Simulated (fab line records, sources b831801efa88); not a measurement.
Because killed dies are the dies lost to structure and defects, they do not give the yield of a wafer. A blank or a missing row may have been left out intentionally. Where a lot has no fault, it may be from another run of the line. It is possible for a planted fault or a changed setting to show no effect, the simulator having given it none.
The tool behind it: which one? | flow gf180mcu | Sampling: 12 lots, 35 wafers, 4 of 602 route steps

== WHAT THE GAUGES SHOWED, per wafer ==
GF_MIM_THK_MEAS_06. Usual: for MIM_CVD_05_THK the level is 42.0 nm and the standard deviation is 0.65.
lot  | measured     | on            | MIM_CVD_05_THK (nm) | flag
L771 | day 24 13:33 | film metro-03 | 41.0 43.1 42.1      |
L772 | day 25 02:49 | film metro-02 | 42.5 42.0 42.4      |
L774 | day 25 17:01 | film metro-02 | 40.9 41.1 41.5      |
L778 | day 27 07:23 | film metro-03 | 38.9 43.1           |
L785 | day 29 06:56 | film metro-04 | 41.8 41.9 42.4      |
L787 | day 29 19:34 | film metro-02 | 41.6 41.5 42.0      |
L788 | day 29 21:26 | film metro-04 | 41.1 42.8 42.2      |
L790 | day 30 15:46 | film metro-03 | 42.4 42.8 42.9      |
L791 | day 30 18:12 | film metro-02 | 42.6 41.8 42.7      |
L793 | day 31 06:08 | film metro-02 | 41.8 41.3 41.5      |
L792 | day 31 08:45 | film metro-02 | 41.3 42.1 41.7      |
L794 | day 31 14:32 | film metro-02 | 42.3 42.0 42.5      |

== TOOL THAT RAN EACH LOT (tool first, then ch and the chambers of the sampled wafers, then the start) ==
lot  | GF_V4_ETCH_16                      | GF_V4_ETCH_17                                 | GF_MIM_CVD_05
L771 | rie diel-01 ch 2,3, day 24 11:55   | rie diel-01 ch 2,3, day 24 13:31 or earlier   | pecvd-02 ch 0,1, day 24 13:31
L772 | rie diel-03 ch 0,2,3, day 25 01:13 | rie diel-03 ch 0,2,3, day 25 02:47 or earlier | pecvd-02 ch 1,2, day 25 02:47
L774 | rie diel-04 ch 1,2,3, day 25 15:22 | rie diel-04 ch 1,2,3, day 25 16:58 or earlier | pecvd-04 ch 0,1,2, day 25 16:58
L778 | rie diel-04 ch 1,3, day 27 05:44   | rie diel-04 ch 1,3, day 27 07:20 or earlier   | pecvd-02 ch 0,1, day 27 07:20
L785 | rie diel-01 ch 1,2, day 29 05:17   | rie diel-01 ch 1,2, day 29 06:53 or earlier   | pecvd-04 ch 0,2, day 29 06:53
L787 | rie diel-04 ch 0,1, day 29 17:58   | rie diel-04 ch 0,1, day 29 19:32 or earlier   | pecvd-04 ch 0,1,2, day 29 19:32
L788 | rie diel-03 ch 0,3, day 29 19:49   | rie diel-03 ch 0,3, day 29 21:23 or earlier   | pecvd-04 ch 0,1, day 29 21:23
L790 | rie diel-03 ch 0,2,3, day 30 14:07 | rie diel-03 ch 0,2,3, day 30 15:43 or earlier | pecvd-02 ch 0,2, day 30 15:43
L791 | rie diel-03 ch 2,3, day 30 16:34   | rie diel-03 ch 2,3, day 30 18:09 or earlier   | pecvd-04 ch 0,2, day 30 18:09
L793 | rie diel-03 ch 1,2, day 31 04:23   | rie diel-03 ch 1,2, day 31 06:06 or earlier   | pecvd-04 ch 0,1,2, day 31 06:06
L792 | rie diel-03 ch 0,2,3, day 31 07:08 | rie diel-03 ch 0,2,3, day 31 08:43 or earlier | pecvd-04 ch 0,1,2, day 31 08:43
L794 | rie diel-03 ch 0,1,3, day 31 12:56 | rie diel-03 ch 0,1,3, day 31 14:31 or earlier | pecvd-02 ch 0,1,2, day 31 14:31
- GF_V4_ETCH_16: etches BARC in N2/H2.
- GF_V4_ETCH_17: etches SiO2 in C4F8/O2/Ar, stops on TiN, target depth 630 nm.
- GF_MIM_CVD_05: deposits Si3N4, target thk 42 nm, time 29.086 s.

== AS READ BY THE TOOLS THEMSELVES (means over the sampled wafers that have a number; for cases with no such wafer, the mark the record gives instead) ==
GF_V4_ETCH_16. Usual: drypump motor current A 5.7 A, standard deviation 0.34; oes product au 0.855 a.u., standard deviation 0.0043; throttle valve pct 13.224 %, standard deviation 0.0087.
lot  | tool        | drypump motor current A (A) | oes product au (a.u.) | throttle valve pct (%) | flag
L771 | rie diel-01 | 5.3                         | 0.855                 | 13.222                 |
L772 | rie diel-03 | 5.6                         | 0.855                 | 13.225                 |
L774 | rie diel-04 | 6.1                         | 0.855                 | 13.216                 |
L778 | rie diel-04 | 6.2                         | 0.856                 | 13.234                 |
L785 | rie diel-01 | 5.3                         | 0.853                 | 13.229                 |
L787 | rie diel-04 | 6.1                         | 0.854                 | 13.226                 |
L788 | rie diel-03 | 5.5                         | 0.852                 | 13.218                 |
L790 | rie diel-03 | 5.5                         | 0.855                 | 13.219                 |
L791 | rie diel-03 | 5.6                         | 0.854                 | 13.220                 |
L793 | rie diel-03 | 5.6                         | 0.853                 | 13.222                 |
L792 | rie diel-03 | 5.6                         | 0.853                 | 13.225                 |
L794 | rie diel-03 | 5.6                         | 0.857                 | 13.234                 |

GF_V4_ETCH_17. Usual: 0.856 a.u. for oes product au, sd 0.0046.
lot  | tool        | oes product au (a.u.) | flag
L771 | rie diel-01 | 0.854                 |
L772 | rie diel-03 | 0.859                 |
L774 | rie diel-04 | 0.857                 |
L778 | rie diel-04 | 0.856                 |
L785 | rie diel-01 | 0.856                 |
L787 | rie diel-04 | 0.856                 |
L788 | rie diel-03 | 0.856                 |
L790 | rie diel-03 | 0.851                 |
L791 | rie diel-03 | 0.855                 |
L793 | rie diel-03 | 0.853                 |
L792 | rie diel-03 | 0.853                 |
L794 | rie diel-03 | 0.857                 |

GF_MIM_CVD_05. Usual: 640 W for heater power w, sd 75.
lot  | tool     | heater power w (W) | flag
L771 | pecvd-02 | 692                |
L772 | pecvd-02 | 663                |
L774 | pecvd-04 | 613                |
L778 | pecvd-02 | 716                |
L785 | pecvd-04 | 589                |
L787 | pecvd-04 | 570                |
L788 | pecvd-04 | 652                |
L790 | pecvd-02 | 664                |
L791 | pecvd-04 | 567                |
L793 | pecvd-04 | 617                |
L792 | pecvd-04 | 548                |
L794 | pecvd-02 | 655                |

== THE ANSWER, worked out from the rows above alone ==
Rule: a lot is off if the mean of its wafers that have a number lies more than 3 standard deviations from the usual mean. Also off: a lot with no number at a reading for which 4 or more lots have one. Any other lot the step has rows for is counted as sound. After the gauges, taken in route order, come the tools' own readings; for these a lot's mean is taken, as printed above. The first step at which some lot is off is used, and at that step the reading that is off furthest; a lot without a number counts as furthest.
Across all readings shown, no lot is off: no conclusion can be drawn from this.

== WHAT THE SIMULATOR HAD PUT IN ==
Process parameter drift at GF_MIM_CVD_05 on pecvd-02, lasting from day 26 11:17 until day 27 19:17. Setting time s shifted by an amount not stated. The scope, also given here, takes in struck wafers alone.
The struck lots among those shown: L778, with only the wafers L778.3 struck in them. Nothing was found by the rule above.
